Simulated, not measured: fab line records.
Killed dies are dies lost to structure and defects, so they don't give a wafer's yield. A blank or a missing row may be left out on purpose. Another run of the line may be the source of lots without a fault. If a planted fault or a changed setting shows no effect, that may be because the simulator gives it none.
The tool behind it: which one?    flow gf180mcu    72 wafers from 24 lots sampled at 6 of the route's 602 steps

## WHAT EACH GAUGE READ, for each wafer
GF_SAB_CD_MEAS_09: the cd target is 420 nm. Usual: cd nm 419.6 nm, standard deviation 2.7.
lot   measured      on         cd nm (nm)         flag
L074  day 15 11:33  cd sem-01  419.6 416.5 416.4  
L075  day 15 13:29  cd sem-01  420.7 421.5 420.6  
L076  day 15 22:44  cd sem-01  420.4 419.5 418.0  
L077  day 15 23:31  cd sem-02  417.3 419.3 418.2  
L078  day 16 23:25  cd sem-02  419.3 418.7 418.9  
L079  day 17 05:04  cd sem-01  421.3 422.1 421.4  
L080  day 17 14:52  cd sem-02  417.3 418.9 417.6  
L081  day 18 05:43  cd sem-02  419.2 419.6 418.8  
L082  day 18 14:08  cd sem-02  417.1 417.6 416.5  
L083  day 18 18:41  cd sem-02  423.3 424.9 425.4  
L084  day 19 03:43  cd sem-01  421.5 423.0 420.6  
L085  day 19 12:50  cd sem-02  417.0 418.6 417.9  
L086  day 19 18:50  cd sem-02  420.3 419.5 420.9  
L087  day 19 20:47  cd sem-01  421.1 418.4 421.0  
L089  day 20 13:11  cd sem-01  422.2 418.3 421.9  
L088  day 20 15:49  cd sem-01  422.8 423.3 426.3  
L090  day 20 21:55  cd sem-01  418.0 419.3 417.1  
L091  day 21 06:31  cd sem-02  415.8 414.1 415.9  
L092  day 21 09:36  cd sem-01  418.2 415.5 414.9  
L093  day 21 14:40  cd sem-02  420.1 420.8 420.3  
L094  day 22 02:17  cd sem-01  421.4 422.8 424.1  
L095  day 22 13:11  cd sem-02  418.7 417.7 419.5  
L096  day 22 17:19  cd sem-01  422.9 421.5 423.0  
L097  day 23 02:02  cd sem-01  418.8 419.2 417.6  

GF_M4_CD_MEAS_14: the cd target is 280 nm. Usual: cd nm 280.2 nm, standard deviation 1.3.
lot   measured      on         cd nm (nm)         flag
L074  day 23 17:10  cd sem-02  279.3 279.7 278.7  
L075  day 23 21:37  cd sem-02  280.3 280.4 280.2  
L076  day 24 06:13  cd sem-01  280.5 280.5 280.1  
L077  day 24 06:31  cd sem-02  279.0 280.6 280.1  
L078  day 25 04:44  cd sem-02  280.5 281.6 280.2  
L079  day 25 10:07  cd sem-02  280.7 280.3 280.0  
L080  day 25 20:13  cd sem-02  279.9 281.3 280.2  
L081  day 26 10:58  cd sem-02  282.3 283.5 282.9  
L082  day 26 17:17  cd sem-01  279.6 279.5 280.1  
L083  day 26 20:53  cd sem-02  280.5 279.8 281.7  
L084  day 27 04:50  cd sem-01  277.0 278.5 278.8  
L085  day 27 12:31  cd sem-01  279.3 279.8 279.5  
L086  day 27 18:46  cd sem-02  279.9 279.3 280.7  
L087  day 27 22:27  cd sem-02  280.2 281.8 280.0  
L089  day 28 09:25  cd sem-01  281.0 281.5 280.3  
L088  day 28 11:44  cd sem-01  279.1 279.4 278.4  
L090  day 28 16:52  cd sem-01  281.6 281.4 281.6  
L091  day 28 23:56  cd sem-01  283.3 282.3 282.3  
L092  day 29 03:08  cd sem-01  280.6 281.2 280.1  
L093  day 29 05:02  cd sem-01  280.9 282.0 281.2  
L094  day 29 15:31  cd sem-02  279.0 279.7 279.4  
L095  day 29 23:19  cd sem-01  278.8 279.9 280.0  
L096  day 30 03:52  cd sem-02  278.9 279.8 279.0  
L097  day 30 10:03  cd sem-01  277.2 278.2 278.6  

## WHAT TOOL EACH LOT RAN ON (gives the tool, then ch and the chambers of the sampled wafers, and finally the start)
lot   GF_M3_SPUTTER_03              GF_V3_CVD_23                   GF_M4_SPUTTER_01              GF_M4_SPUTTER_04
L074  pvd sputter-02, day 20 14:22  cvd w-02 ch 0,1, day 22 16:37  pvd sputter-03, day 22 17:17  pvd sputter-03, day 22 17:22
L075  pvd sputter-02, day 20 17:55  cvd w-01 ch 0,1, day 22 20:51  pvd sputter-01, day 22 21:31  pvd sputter-01, day 22 21:35
L076  pvd sputter-03, day 21 04:37  cvd w-01 ch 0,1, day 23 06:15  pvd sputter-02, day 23 06:56  pvd sputter-02, day 23 07:02
L077  pvd sputter-02, day 21 04:55  cvd w-02 ch 0,1, day 23 06:36  pvd sputter-01, day 23 07:17  pvd sputter-01, day 23 07:23
L078  pvd sputter-03, day 22 05:49  cvd w-02 ch 0,1, day 24 06:50  pvd sputter-02, day 24 07:31  pvd sputter-02, day 24 07:36
L079  pvd sputter-03, day 22 11:49  cvd w-01 ch 0,1, day 24 11:57  pvd sputter-03, day 24 12:38  pvd sputter-03, day 24 12:43
L080  pvd sputter-03, day 22 22:36  cvd w-01 ch 0,1, day 24 21:58  pvd sputter-01, day 24 22:40  pvd sputter-01, day 24 22:44
L081  pvd sputter-02, day 23 14:42  cvd w-02 ch 0,1, day 25 13:19  pvd sputter-02, day 25 14:01  pvd sputter-02, day 25 14:05
L082  pvd sputter-04, day 23 22:58  cvd w-02 ch 0,1, day 25 20:01  pvd sputter-02, day 25 20:43  pvd sputter-02, day 25 20:47
L083  pvd sputter-02, day 24 02:07  cvd w-02 ch 0,1, day 25 23:33  pvd sputter-02, day 26 00:14  pvd sputter-02, day 26 00:19
L084  pvd sputter-04, day 24 11:26  cvd w-02 ch 1, day 26 07:20    pvd sputter-03, day 26 08:09  pvd sputter-03, day 26 08:14
L085  pvd sputter-03, day 24 19:40  cvd w-02 ch 0,1, day 26 15:41  pvd sputter-02, day 26 16:23  pvd sputter-02, day 26 16:28
L086  pvd sputter-02, day 25 01:06  cvd w-02 ch 0,1, day 26 21:40  pvd sputter-02, day 26 22:20  pvd sputter-02, day 26 22:25
L087  pvd sputter-04, day 25 05:28  cvd w-02 ch 0,1, day 27 01:34  pvd sputter-01, day 27 02:14  pvd sputter-01, day 27 02:19
L089  pvd sputter-02, day 25 18:05  cvd w-01 ch 0,1, day 27 13:04  pvd sputter-03, day 27 13:45  pvd sputter-03, day 27 13:50
L088  pvd sputter-03, day 25 20:45  cvd w-01 ch 0,1, day 27 15:28  pvd sputter-03, day 27 16:10  pvd sputter-03, day 27 16:15
L090  pvd sputter-04, day 26 02:05  cvd w-01 ch 0,1, day 27 20:30  pvd sputter-01, day 27 21:12  pvd sputter-01, day 27 21:17
L091  pvd sputter-04, day 26 08:16  cvd w-02 ch 0,1, day 28 03:38  pvd sputter-03, day 28 04:40  pvd sputter-03, day 28 04:44
L092  pvd sputter-03, day 26 12:34  cvd w-02 ch 0,1, day 28 07:19  pvd sputter-02, day 28 08:03  pvd sputter-02, day 28 08:08
L093  pvd sputter-02, day 26 14:14  cvd w-02 ch 0,1, day 28 09:10  pvd sputter-02, day 28 09:51  pvd sputter-02, day 28 09:56
L094  pvd sputter-04, day 27 02:10  cvd w-01 ch 0,1, day 28 19:56  pvd sputter-03, day 28 20:44  pvd sputter-03, day 28 20:49
L095  pvd sputter-02, day 27 11:13  cvd w-01 ch 1, day 29 03:49    pvd sputter-02, day 29 04:31  pvd sputter-02, day 29 04:36
L096  pvd sputter-03, day 27 15:20  cvd w-01 ch 0,1, day 29 08:25  pvd sputter-03, day 29 09:04  pvd sputter-03, day 29 09:09
L097  pvd sputter-02, day 27 21:03  cvd w-02 ch 0,1, day 29 14:52  pvd sputter-03, day 29 15:33  pvd sputter-03, day 29 15:38
- GF_M3_SPUTTER_03: material Ti, target thk 10 nm, time 6.7 s.
- GF_V3_CVD_23: deposits W, target thk 350 nm, time 104.9 s.
- GF_M4_SPUTTER_01: material TiN, target thk 30 nm, time 25 s.
- GF_M4_SPUTTER_04: material TiN, target thk 50 nm, time 41.7 s.

## WHAT THE TOOLS THEMSELVES READ (means of the sampled wafers that have a number; where no wafer has one, the mark that the record gives instead)
GF_M3_SPUTTER_03. Usual: chamber pressure pa 0.3000 Pa, standard deviation 0.00056; throttle valve pct 29.7 %, standard deviation 1.3.
lot   tool            chamber pressure pa (Pa)  throttle valve pct (%)  flag
L074  pvd sputter-02  0.3000                    28.4                    
L075  pvd sputter-02  0.2992                    29.8                    
L076  pvd sputter-03  0.2999                    28.8                    
L077  pvd sputter-02  0.3001                    29.2                    
L078  pvd sputter-03  0.2998                    29.9                    
L079  pvd sputter-03  0.2997                    30.5                    
L080  pvd sputter-03  0.2996                    31.8                    
L081  pvd sputter-02  0.3000                    29.5                    
L082  pvd sputter-04  0.2996                    29.5                    
L083  pvd sputter-02  0.3000                    29.0                    
L084  pvd sputter-04  0.2999                    29.4                    
L085  pvd sputter-03  0.3006                    29.3                    
L086  pvd sputter-02  0.3004                    29.2                    
L087  pvd sputter-04  0.3001                    30.0                    
L089  pvd sputter-02  0.3001                    29.8                    
L088  pvd sputter-03  0.3000                    29.8                    
L090  pvd sputter-04  0.3000                    29.0                    
L091  pvd sputter-04  0.2996                    29.4                    
L092  pvd sputter-03  0.3002                    31.2                    
L093  pvd sputter-02  0.3002                    29.4                    
L094  pvd sputter-04  0.2996                    28.9                    
L095  pvd sputter-02  0.3003                    29.5                    
L096  pvd sputter-03  0.3004                    29.4                    
L097  pvd sputter-02  0.2999                    28.8                    

GF_V3_CVD_23. Usual: heater power w 815 W, standard deviation 66; susceptor temp C 399.97 C, standard deviation 0.22.
lot   tool      heater power w (W)  susceptor temp C (C)  flag
L074  cvd w-02  755                 400.19                
L075  cvd w-01  898                 399.99                
L076  cvd w-01  877                 399.89                
L077  cvd w-02  774                 400.15                
L078  cvd w-02  766                 399.82                
L079  cvd w-01  890                 399.90                
L080  cvd w-01  889                 399.92                
L081  cvd w-02  772                 400.18                
L082  cvd w-02  747                 399.76                
L083  cvd w-02  764                 399.97                
L084  cvd w-02  773                 399.90                
L085  cvd w-02  763                 399.86                
L086  cvd w-02  761                 399.75                
L087  cvd w-02  748                 400.12                
L089  cvd w-01  896                 399.80                
L088  cvd w-01  877                 400.00                
L090  cvd w-01  887                 400.12                
L091  cvd w-02  770                 399.85                
L092  cvd w-02  772                 399.89                
L093  cvd w-02  770                 399.87                
L094  cvd w-01  893                 399.88                
L095  cvd w-01  923                 400.19                
L096  cvd w-01  901                 399.87                
L097  cvd w-02  768                 400.08                

GF_M4_SPUTTER_01. Usual: chamber pressure pa 0.4000 Pa, standard deviation 0.00074; throttle valve pct 29.8 %, standard deviation 1.4.
lot   tool            chamber pressure pa (Pa)  throttle valve pct (%)  flag
L074  pvd sputter-03  0.4009                    31.1                    
L075  pvd sputter-01  0.3996                    30.0                    
L076  pvd sputter-02  0.4000                    29.3                    
L077  pvd sputter-01  0.4002                    29.7                    
L078  pvd sputter-02  0.3997                    28.9                    
L079  pvd sputter-03  0.4000                    30.5                    
L080  pvd sputter-01  0.4002                    29.5                    
L081  pvd sputter-02  0.4002                    29.5                    
L082  pvd sputter-02  0.3994                    29.2                    
L083  pvd sputter-02  0.3999                    29.1                    
L084  pvd sputter-03  0.3999                    30.5                    
L085  pvd sputter-02  0.3998                    29.1                    
L086  pvd sputter-02  0.4005                    28.7                    
L087  pvd sputter-01  0.4001                    29.9                    
L089  pvd sputter-03  0.4001                    30.4                    
L088  pvd sputter-03  0.4005                    31.4                    
L090  pvd sputter-01  0.3999                    29.2                    
L091  pvd sputter-03  0.4001                    30.4                    
L092  pvd sputter-02  0.4000                    29.6                    
L093  pvd sputter-02  0.4002                    29.5                    
L094  pvd sputter-03  0.3999                    31.7                    
L095  pvd sputter-02  0.3998                    28.8                    
L096  pvd sputter-03  0.3998                    29.6                    
L097  pvd sputter-03  0.4001                    30.3                    

GF_M4_SPUTTER_04. Usual: chamber pressure pa 0.4000 Pa, standard deviation 0.0008; throttle valve pct 29.8 %, standard deviation 1.4.
lot   tool            chamber pressure pa (Pa)  throttle valve pct (%)  flag
L074  pvd sputter-03  0.4003                    31.2                    
L075  pvd sputter-01  0.3995                    30.1                    
L076  pvd sputter-02  0.3994                    29.1                    
L077  pvd sputter-01  0.4004                    29.7                    
L078  pvd sputter-02  0.4005                    28.9                    
L079  pvd sputter-03  0.4006                    30.6                    
L080  pvd sputter-01  0.4000                    29.5                    
L081  pvd sputter-02  0.4009                    29.5                    
L082  pvd sputter-02  0.4002                    29.4                    
L083  pvd sputter-02  0.3999                    28.9                    
L084  pvd sputter-03  0.4006                    30.6                    
L085  pvd sputter-02  0.3996                    29.3                    
L086  pvd sputter-02  0.3990                    28.8                    
L087  pvd sputter-01  0.4006                    30.0                    
L089  pvd sputter-03  0.4005                    30.2                    
L088  pvd sputter-03  0.3991                    31.3                    
L090  pvd sputter-01  0.3999                    29.3                    
L091  pvd sputter-03  0.3995                    30.5                    
L092  pvd sputter-02  0.4005                    29.5                    
L093  pvd sputter-02  0.3996                    29.5                    
L094  pvd sputter-03  0.3996                    31.8                    
L095  pvd sputter-02  0.4002                    28.7                    
L096  pvd sputter-03  0.3998                    29.6                    
L097  pvd sputter-03  0.4004                    30.2                    

## THE ANSWER, worked out from the rows above alone
Rule: a lot is off if the mean of its wafers that have a number lies more than 3 standard deviations from the usual mean. Also off: a lot with no number at a reading for which 4 or more lots have one. All remaining lots with rows at the step are treated as sound. The gauges are gone through in route order, then the tools' own readings, and for those a lot's mean is taken as printed above. The first step at which some lot is off is used, and at that step the reading that is off furthest; a lot without a number counts as furthest.
None of the lots is off at any reading shown; this tells nothing.

## WHAT HAD BEEN PUT IN BY THE SIMULATOR
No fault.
